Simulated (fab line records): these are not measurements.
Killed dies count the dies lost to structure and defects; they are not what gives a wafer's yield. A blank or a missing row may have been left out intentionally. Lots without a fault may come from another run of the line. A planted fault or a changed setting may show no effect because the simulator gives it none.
Which tool did it? :: flow sky130 :: 13 lots, 39 wafers sampled, at 3 steps of a route of 708

WHAT EACH GAUGE READ, for each wafer
SKY_VT_ADJUST_NCORE_CD_MEAS_07: target cd 380 nm. Usual: cd-nm at 380.4 nm, with a standard deviation of 2.7.
lot: L681
measured: day 9 00:07
on: cd-sem-01
cd-nm (nm): 383.0 382.4 380.0
flag: 

lot: L682
measured: day 9 05:25
on: cd-sem-02
cd-nm (nm): 379.6 379.3 379.3
flag: 

lot: L683
measured: day 9 14:34
on: cd-sem-02
cd-nm (nm): 378.7 378.4 377.6
flag: 

lot: L685
measured: day 10 04:15
on: cd-sem-01
cd-nm (nm): 379.0 379.0 383.0
flag: 

lot: L687
measured: day 10 21:44
on: cd-sem-02
cd-nm (nm): 376.4 378.6 377.5
flag: 

lot: L692
measured: day 12 04:27
on: cd-sem-01
cd-nm (nm): 382.1 381.8 380.9
flag: 

lot: L694
measured: day 12 19:55
on: cd-sem-02
cd-nm (nm): 380.7 382.9 380.7
flag: 

lot: L697
measured: day 13 14:57
on: cd-sem-02
cd-nm (nm): 374.8 375.7 374.1
flag: 

lot: L699
measured: day 14 06:43
on: cd-sem-02
cd-nm (nm): 385.3 386.3 383.8
flag: 

lot: L700
measured: day 14 11:58
on: cd-sem-02
cd-nm (nm): 381.1 382.3 382.7
flag: 

lot: L701
measured: day 14 18:25
on: cd-sem-02
cd-nm (nm): 377.6 379.2 380.1
flag: 

lot: L702
measured: day 15 01:35
on: cd-sem-02
cd-nm (nm): 379.0 378.9 379.5
flag: 

lot: L703
measured: day 15 10:41
on: cd-sem-02
cd-nm (nm): 377.1 380.5 380.8
flag: 

SKY_VT_ADJUST_NCORE_TW_MEAS_11. Usual: for VT_ADJUST_NCORE_TW the level is 217.1 and the standard deviation is 2.5.
lot: L681
measured: day 9 00:32
on: film-metro-01
VT_ADJUST_NCORE_TW: 219.2 218.7 218.9
flag: 

lot: L682
measured: day 9 05:47
on: film-metro-02
VT_ADJUST_NCORE_TW: 215.9 215.9 215.8
flag: 

lot: L683
measured: day 9 14:59
on: film-metro-01
VT_ADJUST_NCORE_TW: 219.6 217.3 218.3
flag: 

lot: L685
measured: day 10 04:39
on: film-metro-02
VT_ADJUST_NCORE_TW: 214.1 214.8 213.9
flag: 

lot: L687
measured: day 10 22:07
on: film-metro-02
VT_ADJUST_NCORE_TW: 214.6 214.6 213.4
flag: 

lot: L692
measured: day 12 04:52
on: film-metro-02
VT_ADJUST_NCORE_TW: 215.1 215.8 214.2
flag: 

lot: L694
measured: day 12 20:19
on: film-metro-03
VT_ADJUST_NCORE_TW: 219.9 220.9 218.8
flag: 

lot: L697
measured: day 13 15:22
on: film-metro-03
VT_ADJUST_NCORE_TW: 221.4 222.0 219.3
flag: 

lot: L699
measured: day 14 07:06
on: film-metro-03
VT_ADJUST_NCORE_TW: 218.5 219.6 217.9
flag: 

lot: L700
measured: day 14 12:22
on: film-metro-02
VT_ADJUST_NCORE_TW: 216.5 217.2 216.0
flag: 

lot: L701
measured: day 14 18:49
on: film-metro-02
VT_ADJUST_NCORE_TW: 215.4 215.7 217.2
flag: 

lot: L702
measured: day 15 01:59
on: film-metro-02
VT_ADJUST_NCORE_TW: 214.6 214.8 213.4
flag: 

lot: L703
measured: day 15 11:05
on: film-metro-02
VT_ADJUST_NCORE_TW: 214.0 212.7 213.5
flag: 

SKY_SONOS_ONO_THK_MEAS_03. Usual: for SONOS_ONO_CVD_02_THK the level is 10.48 nm and the standard deviation is 0.14.
lot: L681
measured: day 12 02:11
on: film-metro-01
SONOS_ONO_CVD_02_THK (nm): 10.35 10.42 10.28
flag: 

lot: L682
measured: day 12 07:49
on: film-metro-03
SONOS_ONO_CVD_02_THK (nm): 10.56 10.61 10.47
flag: 

lot: L683
measured: day 12 19:41
on: film-metro-01
SONOS_ONO_CVD_02_THK (nm): 10.69 10.76 10.80
flag: 

lot: L685
measured: day 13 09:05
on: film-metro-03
SONOS_ONO_CVD_02_THK (nm): 10.40 10.55 10.63
flag: 

lot: L687
measured: day 14 04:49
on: film-metro-03
SONOS_ONO_CVD_02_THK (nm): 10.45 10.42 10.50
flag: 

lot: L692
measured: day 15 19:40
on: film-metro-02
SONOS_ONO_CVD_02_THK (nm): 10.58 10.51 10.41
flag: 

lot: L694
measured: day 16 06:37
on: film-metro-02
SONOS_ONO_CVD_02_THK (nm): 10.32 10.21 10.28
flag: 

lot: L697
measured: day 17 07:20
on: film-metro-03
SONOS_ONO_CVD_02_THK (nm): 10.56 10.53 10.61
flag: 

lot: L699
measured: day 18 01:39
on: film-metro-03
SONOS_ONO_CVD_02_THK (nm): 10.31 10.32 10.32
flag: 

lot: L700
measured: day 18 09:09
on: film-metro-03
SONOS_ONO_CVD_02_THK (nm): 10.46 10.45 10.41
flag: 

lot: L701
measured: day 18 14:33
on: film-metro-03
SONOS_ONO_CVD_02_THK (nm): 10.59 10.42 10.58
flag: 

lot: L702
measured: day 19 01:02
on: film-metro-01
SONOS_ONO_CVD_02_THK (nm): 10.44 10.47 10.55
flag: 

lot: L703
measured: day 19 06:26
on: film-metro-01
SONOS_ONO_CVD_02_THK (nm): 10.50 10.73 10.69
flag: 

EACH LOT AND THE TOOL THAT RAN IT (in order: tool; ch and the chambers of the sampled wafers; start)
Record: no process step prior to these readings.

WHAT THE TOOLS THEMSELVES READ (means of the sampled wafers that have a number; where no wafer has one, the mark that the record gives instead)
The record holds no such reading with a usual standard deviation.

THE ANSWER, worked out from the rows above alone
Rule: lot off if the mean of its wafers having a number is beyond 3 standard deviations from the usual mean. A lot without any number at a reading at which 4 lots or more have one is off too. Any other lot the step has rows for is counted as sound. After the gauges, taken in route order, come the tools' own readings; for these a lot's mean is taken, as printed above. The first step at which some lot is off is used, and at that step the reading that is off furthest; a lot without a number counts as furthest.
Nothing can be told from this: no lot is off at any reading shown.

WHAT THE SIMULATOR PUT IN
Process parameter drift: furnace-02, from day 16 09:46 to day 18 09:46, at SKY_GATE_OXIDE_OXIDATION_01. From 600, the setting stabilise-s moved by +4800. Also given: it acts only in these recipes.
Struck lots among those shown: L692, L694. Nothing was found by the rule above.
